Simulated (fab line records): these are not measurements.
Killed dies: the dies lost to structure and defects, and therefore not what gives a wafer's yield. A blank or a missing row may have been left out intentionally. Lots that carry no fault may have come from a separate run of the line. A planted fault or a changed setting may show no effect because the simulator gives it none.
fab line records	flow gf180mcu
record: lots: 24	wafers: 72	lastDay: 35
route steps=602 shown STI@23 DNWELL@40 NWELL@52 MVPSD@85 VT_IMPLANT@97 HV_LDD@222
lots with no fault: from the same line, run without faults
startH: hours from the record's first day to the start of the lot's first wafer shown	waitH: hours since the lot's step before	" as in the row above	L1.1+2: several wafers, shown together as one row	- no value, or no start was given	* or withheld: withheld	< > ~ a bound
route shown NAME@n: a module of which the file shows steps, and the number in the route of the first	usual: mean/standard deviation of fault-free wafers	same: alike in all rows	chamber/n: place in a boat	sites: per-site readings	_std_site: their standard deviation	_edge_site: the outer-site mean with the inner-site mean subtracted	radiusMm: for every site, how far away it sits from the centre of the wafer	mask NAME#n: copy n	behind: the most recent tool/chamber to have shaped the wafer	hold: reason for holding the lot/hours on hold/outcome of the hold	device: transistor that didn't switch, given as n, p or np	end of line: the tests these same wafers got at the end of their route	a step without rows: its recipe alone	killed: count of dies lost to structure and defects at first sort (not the wafer's yield)	map: a wafer's dies, x killed, . not, _ none there
set.NAME: the setting that was run; set.NAME@STEP: the one run at that earlier step	model.NAME: the simulator's own value behind a step, which no gauge read
the route's steps for a sample of lots (tables are steps, rows are wafers)
services: a tool's chamber out of use, with start hour (startH, from the record's first day; less than 0 if before it), hours out, and reason
== steps ==
step: GF_STI_THK_MEAS_22
recipe: reads: SiO2_of_STI_OXIDATION_21
usual: STI_OXIDATION_01_THK: 14.95/0.22
lot.wafer	tool	chamber	startH	waitH	STI_OXIDATION_01_THK[nm]
L074.1	filmMetro-03	-	28.21	0.0	14.57
L074.2	"	-	"	"	14.49
L074.4	"	-	"	"	14.57
L075.1	filmMetro-01	-	32.06	0.0	15.32
L075.5	"	-	"	"	15.04
L075.6	"	-	"	"	15.28
L076.1	filmMetro-01	-	37.86	0.0	15.03
L076.3	"	-	"	"	14.89
L076.6	"	-	"	"	15.10
L077.2	filmMetro-01	-	44.17	0.0	15.00
L077.3	"	-	"	"	14.95
L077.4	"	-	"	"	14.90
L078.1	filmMetro-01	-	49.09	0.0	15.14
L078.2	"	-	"	"	15.21
L078.3	"	-	"	"	14.90
L079.1	filmMetro-01	-	53.73	0.0	14.40
L079.4	"	-	"	"	14.65
L079.5	"	-	"	"	14.49
L080.1	filmMetro-01	-	58.72	0.0	14.81
L080.3	"	-	"	"	14.65
L080.4	"	-	"	"	14.95
L081.2	filmMetro-03	-	63.53	0.0	14.78
L081.3	"	-	"	"	14.81
L081.5	"	-	"	"	14.97
L082.1	filmMetro-04	-	69.15	0.0	15.32
L082.2	"	-	"	"	14.89
L082.4	"	-	"	"	15.07
L083.1	filmMetro-03	-	75.81	0.0	14.72
L083.5	"	-	"	"	14.90
L083.6	"	-	"	"	14.95
L084.4	filmMetro-04	-	78.43	0.0	15.07
L084.5	"	-	"	"	15.25
L084.6	"	-	"	"	15.15
L085.1	filmMetro-01	-	86.91	0.0	14.86
L085.2	"	-	"	"	15.27
L085.6	"	-	"	"	14.76
L086.3	filmMetro-03	-	89.52	0.0	15.13
L086.4	"	-	"	"	15.14
L086.6	"	-	"	"	15.09
L087.1	filmMetro-01	-	94.86	0.0	15.14
L087.4	"	-	"	"	14.96
L087.6	"	-	"	"	14.90
L088.2	filmMetro-01	-	102.83	0.0	14.94
L088.4	"	-	"	"	15.05
L088.6	"	-	"	"	14.71
L089.2	filmMetro-04	-	105.46	0.0	15.00
L089.3	"	-	"	"	14.82
L089.4	"	-	"	"	14.80
L090.3	filmMetro-01	-	110.15	0.0	15.02
L090.4	"	-	"	"	14.80
L090.5	"	-	"	"	15.28
L091.1	filmMetro-04	-	115.26	0.0	14.94
L091.5	"	-	"	"	14.91
L091.6	"	-	"	"	15.14
L092.1	filmMetro-04	-	122.56	0.0	14.84
L092.2	"	-	"	"	14.91
L092.5	"	-	"	"	14.80
L093.2	filmMetro-03	-	127.30	0.0	15.15
L093.4	"	-	"	"	15.04
L093.6	"	-	"	"	15.25
L094.1	filmMetro-03	-	131.12	0.0	14.85
L094.5	"	-	"	"	14.74
L094.6	"	-	"	"	14.48
L095.1	filmMetro-01	-	136.01	0.0	15.18
L095.3	"	-	"	"	15.02
L095.4	"	-	"	"	15.15
L096.1	filmMetro-04	-	141.30	0.0	14.85
L096.5	"	-	"	"	14.84
L096.6	"	-	"	"	14.92
L097.1	filmMetro-04	-	146.00	0.0	14.94
L097.2	"	-	"	"	15.12
L097.4	"	-	"	"	14.97
step: GF_DNWELL_STRIP_08
recipe: chemistry: O2/N2	powerW: 1400	pressureMtorr: 1500	platenTempC: 250	o2FlowSccm: 3000	n2FlowSccm: 300	overashFraction: 0.5
usual: chamberPressureMTorr: 1500.0/1.4	drypumpMotorCurrentA: 5.8/0.41	heaterPowerW: 298/31	oesProductAu: 0.723/0.0047	stripTimeToEndpointS: 37.03/0.12
lot.wafer	tool	chamber	startH	waitH	chamberPressureMTorr	drypumpMotorCurrentA	heaterPowerW	oesProductAu	rfHoursCounterH	stripTimeToEndpointS
L074.1	plasmaAsher-02	0	43.89	0.1	1499.6	6.5	356	0.726	40	36.89
L074.2	"	1	"	"	1498.3	6.1	272	0.723	40	36.92
L074.4	"	0	"	"	1498.6	6.5	371	0.726	-	36.92
L075.1	plasmaAsher-03	1	48.15	0.1	1498.2	5.6	287	0.725	25	37.16
L075.5	"	0	"	"	1500.3	6.0	301	0.730	-	37.05
L075.6	"	1	"	"	1497.7	5.6	280	0.731	-	36.98
L076.1	plasmaAsher-03	0	54.70	0.1	1498.5	6.0	292	0.724	26	37.02
L076.3	"	0	"	"	1501.3	6.0	294	0.724	-	37.05
L076.6	"	1	"	"	1502.7	5.6	283	0.728	-	37.08
L077.2	plasmaAsher-02	0	60.00	0.1	1498.6	6.5	360	0.719	42	37.02
L077.3	"	0	"	"	1495.9	6.5	380	0.723	-	37.05
L077.4	"	1	"	"	1499.6	6.1	280	0.727	-	37.08
L078.1	plasmaAsher-01	1	66.10	0.1	1501.7	5.1	320	0.728	41	37.08
L078.2	"	0	"	"	1498.8	5.6	264	0.721	41	37.01
L078.3	"	1	"	"	1501.8	5.1	315	0.717	-	37.06
L079.1	plasmaAsher-03	0	69.83	0.1	1500.0	6.0	309	0.719	28	37.30
L079.4	"	1	"	"	1500.4	5.6	287	0.727	-	37.18
L079.5	"	1	"	"	1500.2	5.6	279	0.715	-	37.20
L080.1	plasmaAsher-02	0	75.60	0.1	1501.6	6.5	363	0.732	44	36.88
L080.3	"	0	"	"	1498.6	6.5	369	0.721	-	36.87
L080.4	"	1	"	"	1500.6	6.1	276	0.732	-	36.90
L081.2	plasmaAsher-02	1	81.60	0.1	1501.5	6.1	271	0.727	44	37.00
L081.3	"	1	"	"	1499.3	6.1	278	0.727	-	37.05
L081.5	"	0	"	"	1501.5	6.5	373	0.723	-	37.01
L082.1	plasmaAsher-01	1	87.00	0.1	1498.8	5.1	322	0.731	43	37.11
L082.2	"	0	"	"	1498.9	5.6	263	0.721	43	37.08
L082.4	"	0	"	"	1498.8	5.6	266	0.729	-	37.07
L083.1	plasmaAsher-02	0	92.40	0.1	1501.5	6.5	368	0.715	46	36.83
L083.5	"	0	"	"	1500.7	6.5	370	0.714	-	36.77
L083.6	"	1	"	"	1499.1	6.1	276	0.721	-	36.82
L084.4	plasmaAsher-01	0	95.87	0.1	1500.9	5.6	263	0.728	-	37.08
L084.5	"	0	"	"	1500.8	5.6	259	0.715	-	37.09
L084.6	"	1	"	"	1500.5	5.1	319	0.724	-	37.08
L085.1	plasmaAsher-03	0	104.30	0.1	1501.6	6.0	300	0.724	30	37.07
L085.2	"	1	"	"	1500.6	5.6	285	0.722	30	37.30
L085.6	"	1	"	"	1503.5	5.6	284	0.721	-	37.11
L086.3	plasmaAsher-02	1	106.98	0.1	1499.5	6.1	269	0.726	-	37.22
L086.4	"	0	"	"	1500.8	6.5	372	0.723	-	37.25
L086.6	"	0	"	"	1500.3	6.5	369	0.724	-	37.20
L087.1	plasmaAsher-03	0	113.05	0.1	1502.0	6.0	296	0.718	31	37.29
L087.4	"	1	"	"	1501.2	5.6	287	0.726	-	37.27
L087.6	"	1	"	"	1500.6	5.6	281	0.722	-	37.26
L088.2	plasmaAsher-03	1	121.68	0.1	1499.4	5.6	283	0.722	32	37.18
L088.4	"	1	"	"	1501.7	5.6	280	0.719	-	37.16
L088.6	"	0	"	"	1500.3	6.0	296	0.717	-	37.20
L089.2	plasmaAsher-03	1	123.93	0.1	1500.4	5.6	279	0.728	33	36.91
L089.3	"	1	"	"	1498.9	5.6	287	0.728	-	36.86
L089.4	"	0	"	"	1499.0	6.1	305	0.721	-	36.93
L090.3	plasmaAsher-01	0	128.53	0.1	1498.2	5.6	261	0.724	-	36.91
L090.4	"	1	"	"	1497.5	5.2	318	0.724	-	36.91
L090.5	"	0	"	"	1501.0	5.6	267	0.720	-	36.95
L091.1	plasmaAsher-03	0	133.30	0.1	1502.4	6.0	294	0.726	34	36.98
L091.5	"	1	"	"	1502.1	5.7	277	0.715	-	36.94
L091.6	"	0	"	"	1499.1	6.0	302	0.722	-	36.93
L092.1	plasmaAsher-01	0	141.15	0.1	1499.7	5.6	261	0.727	49	37.03
L092.2	"	1	"	"	1499.4	5.1	313	0.722	49	37.14
L092.5	"	1	"	"	1500.9	5.1	313	0.725	-	37.19
L093.2	plasmaAsher-03	0	145.75	0.1	1499.3	6.0	303	0.729	35	37.14
L093.4	"	1	"	"	1500.3	5.6	288	0.716	-	37.07
L093.6	"	1	"	"	1501.7	5.6	286	0.714	-	37.06
L094.1	plasmaAsher-03	0	149.00	0.1	1500.0	6.0	300	0.712	35	37.02
L094.5	"	0	"	"	1501.6	6.0	299	0.717	-	37.09
L094.6	"	1	"	"	1498.4	5.6	281	0.724	-	37.05
L095.1	plasmaAsher-01	0	155.08	0.1	1500.1	5.6	258	0.715	50	36.98
L095.3	"	0	"	"	1501.6	5.6	265	0.722	-	36.93
L095.4	"	1	"	"	1500.9	5.1	318	0.727	-	36.91
L096.1	plasmaAsher-03	0	159.63	0.1	1498.9	6.0	299	0.718	37	36.90
L096.5	"	0	"	"	1501.3	6.0	308	0.722	-	36.97
L096.6	"	1	"	"	1503.1	5.6	279	0.721	-	36.94
L097.1	plasmaAsher-01	0	165.28	0.1	1500.1	5.7	260	0.717	51	36.96
L097.2	"	1	"	"	1502.2	5.1	309	0.722	51	36.94
L097.4	"	1	"	"	1495.9	5.1	319	0.716	-	36.88
step: GF_NWELL_STRIP_10
recipe: chemistry: O2/N2	powerW: 1400	pressureMtorr: 1500	platenTempC: 250	o2FlowSccm: 3000	n2FlowSccm: 300	overashFraction: 0.5
usual: chamberPressureMTorr: 1500.2/1.3	drypumpMotorCurrentA: 6.1/0.37	heaterPowerW: 330/46	oesProductAu: 0.722/0.004	stripTimeToEndpointS: 37.04/0.11
lot.wafer	tool	chamber	startH	waitH	chamberPressureMTorr	drypumpMotorCurrentA	heaterPowerW	oesProductAu	rfHoursCounterH	stripTimeToEndpointS
L074.1	plasmaAsher-02	0	57.57	0.1	1501.2	6.5	375	0.730	42	37.02
L074.2	"	1	"	"	1500.6	6.1	274	0.722	42	36.96
L074.4	"	1	"	"	1501.7	6.1	274	0.723	-	37.03
L075.1	plasmaAsher-02	0	62.00	0.1	1500.5	6.5	365	0.716	42	37.19
L075.5	"	1	"	"	1501.5	6.1	271	0.727	-	37.16
L075.6	"	0	"	"	1499.9	6.5	374	0.724	-	37.19
L076.1	plasmaAsher-02	1	68.75	0.1	1500.4	6.1	278	0.724	43	37.12
L076.3	"	0	"	"	1497.7	6.5	375	0.723	-	37.24
L076.6	"	1	"	"	1500.1	6.1	281	0.717	-	37.20
L077.2	plasmaAsher-02	1	73.95	0.1	1501.1	6.1	278	0.723	43	37.11
L077.3	"	0	"	"	1498.6	6.5	370	0.728	-	37.04
L077.4	"	1	"	"	1501.1	6.1	273	0.721	-	37.02
L078.1	plasmaAsher-02	0	80.39	0.1	1503.4	6.5	356	0.716	44	36.77
L078.2	"	1	"	"	1498.3	6.1	273	0.716	44	36.86
L078.3	"	0	"	"	1500.8	6.5	372	0.723	-	36.96
L079.1	plasmaAsher-04	1	83.85	0.1	1501.3	5.5	378	0.718	38	37.06
L079.4	"	1	"	"	1502.1	5.4	381	0.733	-	37.20
L079.5	"	0	"	"	1501.7	5.6	341	0.721	-	37.25
L080.1	plasmaAsher-02	0	90.32	0.1	1500.9	6.5	369	0.724	45	37.06
L080.3	"	1	"	"	1500.2	6.1	272	0.721	-	37.03
L080.4	"	0	"	"	1500.6	6.5	361	0.727	-	37.12
L081.2	plasmaAsher-03	1	95.85	0.1	1503.2	5.6	288	0.718	29	36.92
L081.3	"	1	"	"	1500.3	5.6	285	0.718	-	37.13
L081.5	"	0	"	"	1501.4	6.0	304	0.726	-	37.02
L082.1	plasmaAsher-02	1	102.24	0.1	1502.1	6.1	269	0.722	47	36.96
L082.2	"	0	"	"	1499.6	6.5	368	0.723	47	36.95
L082.4	"	1	"	"	1500.8	6.1	268	0.722	-	37.07
L083.1	plasmaAsher-02	0	107.57	0.1	1502.2	6.5	366	0.721	47	36.95
L083.5	"	1	"	"	1497.6	6.1	268	0.724	-	37.10
L083.6	"	0	"	"	1501.7	6.5	360	0.724	-	36.97
L084.4	plasmaAsher-04	1	110.50	0.1	1501.1	5.4	382	0.718	-	37.17
L084.5	"	0	"	"	1500.0	5.7	338	0.726	-	37.21
L084.6	"	1	"	"	1500.1	5.5	385	0.716	-	37.16
L085.1	plasmaAsher-02	1	119.65	0.1	1498.8	6.1	304	0.727	0	37.04
L085.2	"	0	"	"	1501.0	6.5	398	0.716	0	37.09
L085.6	"	0	"	"	1500.3	6.5	397	0.722	-	37.11
L086.3	plasmaAsher-02	0	122.85	0.1	1499.5	6.5	384	0.720	-	36.86
L086.4	"	1	"	"	1500.6	6.1	316	0.728	-	36.96
L086.6	"	0	"	"	1500.5	6.5	397	0.725	-	36.99
L087.1	plasmaAsher-02	0	129.25	0.1	1500.8	6.5	392	0.722	1	37.12
L087.4	"	0	"	"	1503.6	6.5	398	0.719	-	37.09
L087.6	"	0	"	"	1498.9	6.5	386	0.724	-	37.08
L088.2	plasmaAsher-02	0	137.89	0.1	1499.5	6.5	393	0.731	2	37.11
L088.4	"	1	"	"	1501.2	6.1	308	0.727	-	37.13
L088.6	"	0	"	"	1499.3	6.5	382	0.722	-	37.04
L089.2	plasmaAsher-03	0	139.72	0.1	1497.9	6.0	301	0.718	35	37.02
L089.3	"	0	"	"	1499.2	6.0	298	0.727	-	36.98
L089.4	"	1	"	"	1499.4	5.6	281	0.719	-	36.96
L090.3	plasmaAsher-03	1	144.55	0.1	1501.4	5.6	285	0.721	-	37.15
L090.4	"	0	"	"	1498.9	6.1	304	0.723	-	37.05
L090.5	"	0	"	"	1499.0	6.0	298	0.722	-	37.15
L091.1	plasmaAsher-03	1	149.40	0.1	1501.6	5.6	285	0.717	36	36.91
L091.5	"	1	"	"	1498.8	5.6	282	0.722	-	36.95
L091.6	"	0	"	"	1499.2	6.1	299	0.723	-	36.92
L092.1	plasmaAsher-03	1	157.97	0.1	1499.8	5.6	284	0.716	36	36.98
L092.2	"	0	"	"	1499.4	6.0	294	0.720	36	36.99
L092.5	"	0	"	"	1500.0	6.0	301	0.723	-	37.05
L093.2	plasmaAsher-04	0	162.70	0.1	1500.6	5.6	346	0.724	47	37.06
L093.4	"	0	"	"	1499.4	5.7	341	0.716	-	37.16
L093.6	"	0	"	"	1499.9	5.6	348	0.724	-	37.03
L094.1	plasmaAsher-04	0	165.84	0.1	1500.5	5.6	344	0.723	47	36.90
L094.5	"	0	"	"	1499.1	5.6	341	0.727	-	36.98
L094.6	"	1	"	"	1500.9	5.5	381	0.721	-	37.11
L095.1	plasmaAsher-02	0	172.52	0.1	1496.5	6.5	408	0.722	6	36.99
L095.3	"	0	"	"	1498.6	6.5	401	0.722	-	37.01
L095.4	"	1	"	"	1500.2	6.1	308	0.717	-	36.97
L096.1	plasmaAsher-02	0	177.64	0.1	1502.4	6.5	400	0.717	6	36.89
L096.5	"	1	"	"	1500.3	6.1	300	0.723	-	36.81
L096.6	"	0	"	"	1500.5	6.5	402	0.716	-	36.86
L097.1	plasmaAsher-02	0	182.69	0.1	1499.1	6.5	381	0.722	7	37.15
L097.2	"	1	"	"	1499.9	6.1	303	0.722	7	37.25
L097.4	"	0	"	"	1502.3	6.5	399	0.721	-	37.21
step: GF_MVPSD_OVL_MEAS_07
usual: MVPSD_OVL: 1.1/1.3
lot.wafer	tool	chamber	startH	waitH	MVPSD_OVL[nm]
L074.1	overlay-02	-	101.50	-	0.6
L074.2	"	-	"	"	3.5
L074.4	"	-	"	"	1.6
L075.1	overlay-02	-	105.15	-	1.1
L075.5	"	-	"	"	1.7
L075.6	"	-	"	"	1.4
L076.1	overlay-01	-	112.55	-	1.7
L076.3	"	-	"	"	1.5
L076.6	"	-	"	"	0.8
L077.2	overlay-01	-	118.50	-	1.5
L077.3	"	-	"	"	2.1
L077.4	"	-	"	"	1.5
L078.1	overlay-01	-	125.38	-	-0.1
L078.2	"	-	"	"	1.0
L078.3	"	-	"	"	-1.1
L079.1	overlay-02	-	130.00	-	1.4
L079.4	"	-	"	"	1.6
L079.5	"	-	"	"	-0.1
L080.1	overlay-01	-	136.90	-	1.0
L080.3	"	-	"	"	1.0
L080.4	"	-	"	"	2.0
L081.2	overlay-02	-	142.60	-	-0.4
L081.3	"	-	"	"	0.0
L081.5	"	-	"	"	0.1
L082.1	overlay-02	-	150.45	-	2.5
L082.2	"	-	"	"	1.1
L082.4	"	-	"	"	1.1
L083.1	overlay-02	-	156.33	-	-1.1
L083.5	"	-	"	"	-0.3
L083.6	"	-	"	"	1.0
L084.4	overlay-01	-	158.67	-	3.8
L084.5	"	-	"	"	3.0
L084.6	"	-	"	"	1.5
L085.1	overlay-02	-	169.85	-	1.1
L085.2	"	-	"	"	0.2
L085.6	"	-	"	"	1.3
L086.3	overlay-01	-	172.46	-	0.5
L086.4	"	-	"	"	0.4
L086.6	"	-	"	"	2.3
L087.1	overlay-02	-	179.45	-	-0.9
L087.4	"	-	"	"	1.1
L087.6	"	-	"	"	1.6
L088.2	overlay-01	-	188.69	-	3.5
L088.4	"	-	"	"	3.8
L088.6	"	-	"	"	4.4
L089.2	overlay-02	-	191.21	-	-0.1
L089.3	"	-	"	"	2.3
L089.4	"	-	"	"	-0.4
L090.3	overlay-01	-	196.19	-	1.3
L090.4	"	-	"	"	0.1
L090.5	"	-	"	"	1.7
L091.1	overlay-02	-	201.23	-	0.3
L091.5	"	-	"	"	-2.2
L091.6	"	-	"	"	0.2
L092.1	overlay-01	-	210.98	-	2.5
L092.2	"	-	"	"	1.9
L092.5	"	-	"	"	2.4
L093.2	overlay-02	-	215.16	-	1.1
L093.4	"	-	"	"	-1.0
L093.6	"	-	"	"	0.7
L094.1	overlay-01	-	219.65	-	2.3
L094.5	"	-	"	"	1.1
L094.6	"	-	"	"	0.3
L095.1	overlay-01	-	226.20	-	1.5
L095.3	"	-	"	"	2.1
L095.4	"	-	"	"	1.5
L096.1	overlay-02	-	231.25	-	0.2
L096.5	"	-	"	"	3.4
L096.6	"	-	"	"	0.9
L097.1	overlay-02	-	237.95	-	0.9
L097.2	"	-	"	"	-0.3
L097.4	"	-	"	"	-0.8
step: GF_VT_IMPLANT_OVL_MEAS_07
usual: VT_IMPLANT_OVL: 0.3/1.6
lot.wafer	tool	chamber	startH	waitH	VT_IMPLANT_OVL[nm]
L074.1	overlay-01	-	116.65	0.1	2.1
L074.2	"	-	"	"	-0.1
L074.4	"	-	"	"	3.2
L075.1	overlay-02	-	120.75	0.1	-1.7
L075.5	"	-	"	"	-1.3
L075.6	"	-	"	"	-3.3
L076.1	overlay-02	-	128.63	0.1	-0.3
L076.3	"	-	"	"	-1.7
L076.6	"	-	"	"	-1.5
L077.2	overlay-01	-	134.46	0.1	1.6
L077.3	"	-	"	"	-2.9
L077.4	"	-	"	"	1.3
L078.1	overlay-02	-	141.90	0.1	-0.3
L078.2	"	-	"	"	-1.4
L078.3	"	-	"	"	0.1
L079.1	overlay-02	-	146.48	0.1	0.8
L079.4	"	-	"	"	-1.9
L079.5	"	-	"	"	-0.6
L080.1	overlay-01	-	153.58	0.1	-0.4
L080.3	"	-	"	"	-0.4
L080.4	"	-	"	"	2.1
L081.2	overlay-01	-	158.97	0.1	0.9
L081.3	"	-	"	"	1.6
L081.5	"	-	"	"	2.5
L082.1	overlay-01	-	166.75	0.1	0.2
L082.2	"	-	"	"	-0.5
L082.4	"	-	"	"	-0.6
L083.1	overlay-01	-	173.58	0.1	0.3
L083.5	"	-	"	"	2.7
L083.6	"	-	"	"	1.4
L084.4	overlay-01	-	175.12	0.1	-1.2
L084.5	"	-	"	"	-3.4
L084.6	"	-	"	"	-0.6
L085.1	overlay-02	-	186.53	0.1	1.4
L085.2	"	-	"	"	1.3
L085.6	"	-	"	"	0.7
L086.3	overlay-01	-	189.96	0.1	0.9
L086.4	"	-	"	"	2.1
L086.6	"	-	"	"	2.0
L087.1	overlay-01	-	197.06	0.1	-0.8
L087.4	"	-	"	"	0.1
L087.6	"	-	"	"	-1.5
L088.2	overlay-01	-	205.96	0.1	-0.8
L088.4	"	-	"	"	0.3
L088.6	"	-	"	"	0.1
L089.2	overlay-01	-	209.69	0.1	0.2
L089.3	"	-	"	"	-1.0
L089.4	"	-	"	"	0.6
L090.3	overlay-01	-	214.32	0.1	2.6
L090.4	"	-	"	"	0.5
L090.5	"	-	"	"	0.3
L091.1	overlay-01	-	219.96	0.1	2.8
L091.5	"	-	"	"	2.9
L091.6	"	-	"	"	2.7
L092.1	overlay-02	-	229.91	0.1	2.2
L092.2	"	-	"	"	2.0
L092.5	"	-	"	"	-0.4
L093.2	overlay-02	-	234.06	0.1	1.5
L093.4	"	-	"	"	1.3
L093.6	"	-	"	"	0.6
L094.1	overlay-01	-	239.11	0.1	2.5
L094.5	"	-	"	"	3.1
L094.6	"	-	"	"	0.5
L095.1	overlay-02	-	245.30	0.1	0.8
L095.3	"	-	"	"	-2.3
L095.4	"	-	"	"	-0.9
L096.1	overlay-01	-	251.13	0.1	0.3
L096.5	"	-	"	"	-0.6
L096.6	"	-	"	"	0.4
L097.1	overlay-02	-	257.66	0.1	-1.9
L097.2	"	-	"	"	-0.1
L097.4	"	-	"	"	-2.4
step: GF_HV_LDD_CD_MEAS_46
recipe: targetCdNm: 400
usual: cdNm: 400.5/1.5
lot.wafer	tool	chamber	startH	waitH	cdNm
L074.1	cdSem-02	-	290.43	0.1	401.9
L074.2	"	-	"	"	404.7
L074.4	"	-	"	"	400.1
L075.1	cdSem-01	-	294.60	0.1	401.8
L075.5	"	-	"	"	400.8
L075.6	"	-	"	"	401.8
L076.1	cdSem-01	-	303.25	0.1	401.0
L076.3	"	-	"	"	402.1
L076.6	"	-	"	"	402.3
L077.2	cdSem-01	-	311.95	0.1	398.5
L077.3	"	-	"	"	399.4
L077.4	"	-	"	"	399.2
L078.1	cdSem-01	-	317.33	0.1	403.0
L078.2	"	-	"	"	400.8
L078.3	"	-	"	"	400.7
L079.1	cdSem-02	-	327.85	0.1	402.9
L079.4	"	-	"	"	400.5
L079.5	"	-	"	"	401.3
L080.1	cdSem-02	-	334.60	0.1	398.4
L080.3	"	-	"	"	399.6
L080.4	"	-	"	"	398.2
L081.2	cdSem-01	-	340.32	0.1	398.8
L081.3	"	-	"	"	401.2
L081.5	"	-	"	"	400.7
L082.1	cdSem-02	-	351.04	0.1	399.9
L082.2	"	-	"	"	397.8
L082.4	"	-	"	"	400.1
L083.1	cdSem-02	-	359.45	0.1	399.4
L083.5	"	-	"	"	398.7
L083.6	"	-	"	"	400.4
L084.4	cdSem-01	-	362.85	0.1	396.4
L084.5	"	-	"	"	400.1
L084.6	"	-	"	"	399.2
L085.1	cdSem-02	-	379.73	0.1	400.5
L085.2	"	-	"	"	400.2
L085.6	"	-	"	"	399.8
L086.3	cdSem-02	-	384.58	0.1	401.7
L086.4	"	-	"	"	402.9
L086.6	"	-	"	"	402.0
L087.1	cdSem-01	-	391.63	0.1	402.6
L087.4	"	-	"	"	401.2
L087.6	"	-	"	"	399.3
L088.2	cdSem-01	-	400.12	0.1	399.8
L088.4	"	-	"	"	402.4
L088.6	"	-	"	"	401.4
L089.2	cdSem-01	-	410.40	0.1	401.0
L089.3	"	-	"	"	401.4
L089.4	"	-	"	"	401.1
L090.3	cdSem-01	-	417.28	0.1	401.4
L090.4	"	-	"	"	401.8
L090.5	"	-	"	"	403.6
L091.1	cdSem-01	-	423.38	0.1	400.8
L091.5	"	-	"	"	401.1
L091.6	"	-	"	"	399.0
L092.1	cdSem-02	-	434.68	0.1	399.5
L092.2	"	-	"	"	400.0
L092.5	"	-	"	"	401.2
L093.2	cdSem-01	-	441.75	0.1	399.2
L093.4	"	-	"	"	402.9
L093.6	"	-	"	"	401.1
L094.1	cdSem-02	-	446.09	0.1	402.3
L094.5	"	-	"	"	403.1
L094.6	"	-	"	"	400.6
L095.1	cdSem-01	-	454.03	0.1	400.7
L095.3	"	-	"	"	399.6
L095.4	"	-	"	"	398.5
L096.1	cdSem-02	-	461.60	0.2	398.0
L096.5	"	-	"	"	399.4
L096.6	"	-	"	"	397.6
L097.1	cdSem-01	-	471.50	0.1	400.4
L097.2	"	-	"	"	397.6
L097.4	"	-	"	"	400.4
== services ==
tool	chamber	startH	hours	kind
plasmaAsher-03	-	72.40	2.5	repair
plasmaAsher-03	-	81.01	6.4	repair
plasmaAsher-03	-	104.47	2.0	repair
plasmaAsher-02	-	108.75	9.0	pm
plasmaAsher-02	0	108.75	9.0	ventCycle
plasmaAsher-02	1	108.75	9.0	ventCycle
plasmaAsher-02	0	117.75	-	clean
plasmaAsher-02	1	117.75	-	clean
plasmaAsher-01	-	173.59	2.8	pm
== key ==
fault none
